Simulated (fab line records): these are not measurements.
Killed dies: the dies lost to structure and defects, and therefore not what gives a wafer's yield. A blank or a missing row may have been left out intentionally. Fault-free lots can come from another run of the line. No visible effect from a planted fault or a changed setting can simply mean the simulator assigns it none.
Code-filled problem report in 8D (eight disciplines) form | flow gf180mcu | the parts of the form that need people (team, actions taken, sign-off) are left out

## 1. WHAT WENT WRONG
wafer_temp_C_max at GF_SALICIDE_RTA_06 reads a mean of 461.3 on 6 wafers of 2 lots; wafers without a fault read 531.5 with a standard deviation of 0.37. So: -99 or more standard deviations from the usual mean.
The step: time 30 s.
Earliest sighting: wafer L978.1 on rtp-anneal-02 at day 18 14:04. The record holds 18 wafers of 6 lots with a number at this step. By rule, "out" or "out of limits" means more than 4 standard deviations away from the usual mean. The other wafers with a number count as sound.

## 2. WHAT THIS IS AND IS NOT
question                    | is                     | is not
which readings at this step | wafer_temp_C_max       | -
which lots                  | L978, L980             | L973, L979, L987, L990
which wafers of those lots  | all that have a number | -
read on which tools         | rtp-anneal-02          | rtp-anneal-01
when                        | from day 18 14:04      | up to then (3 sound wafers); but 9 sound wafers of L979, L987, L990 came after

## 3. SUSPECTS, AND WHAT RULES EACH OUT
Counting: a tool at a process step up to the reading stays a suspect if it ran every lot that is out and no sound lot after the first of them.
- rie-diel-04 at GF_SAB_ETCH_11 (etches SiO2 in C4F8/O2/Ar, target depth 55 nm, time 8.5 s): ruled out as a lasting fault. After its first lot that is out, L978 (day 18 13:29), sound lots L979 ran on it.
- rtp-anneal-02 at GF_SALICIDE_RTA_06 (time 30 s): ruled out as a lasting fault. After its first lot that is out, L978 (day 18 14:04), sound lots L990 ran on it.
Left after counting: nothing in the record.

## 4. THE CAUSE (what the simulator had put in)
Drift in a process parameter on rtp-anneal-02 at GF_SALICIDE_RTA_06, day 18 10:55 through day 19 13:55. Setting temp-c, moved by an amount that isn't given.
Counting ruled it out, wrongly.

## 5. SEQUENCE OF EFFECTS, ordered by route
Each row: a reading whose mean over the struck wafers that have a number lies more than 3 standard deviations from the usual. Scope: only readings with a usual standard deviation given in the record; hours: median across lots of the time from each lot's start at the first step in this table that gives one to its start at this step; sigmas: change in usual standard deviations.
hours | step               | reading          | usual | on struck wafers | change | sigmas
0     | GF_SALICIDE_RTA_06 | lamp-power-pct   | 6.8 % | 5.2              | -1.6   | -3.8
0     | GF_SALICIDE_RTA_06 | wafer_temp_C_max | 531.5 | 461.3            | -70.2  | -99 or more
It contains these process steps:
- GF_SALICIDE_RTA_06: time 30 s.

## 6. HOW IT WOULD HAVE BEEN CAUGHT EARLIER
First out-of-limits reading in this record: day 18 14:04, which is 3 hours after fault onset at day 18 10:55.
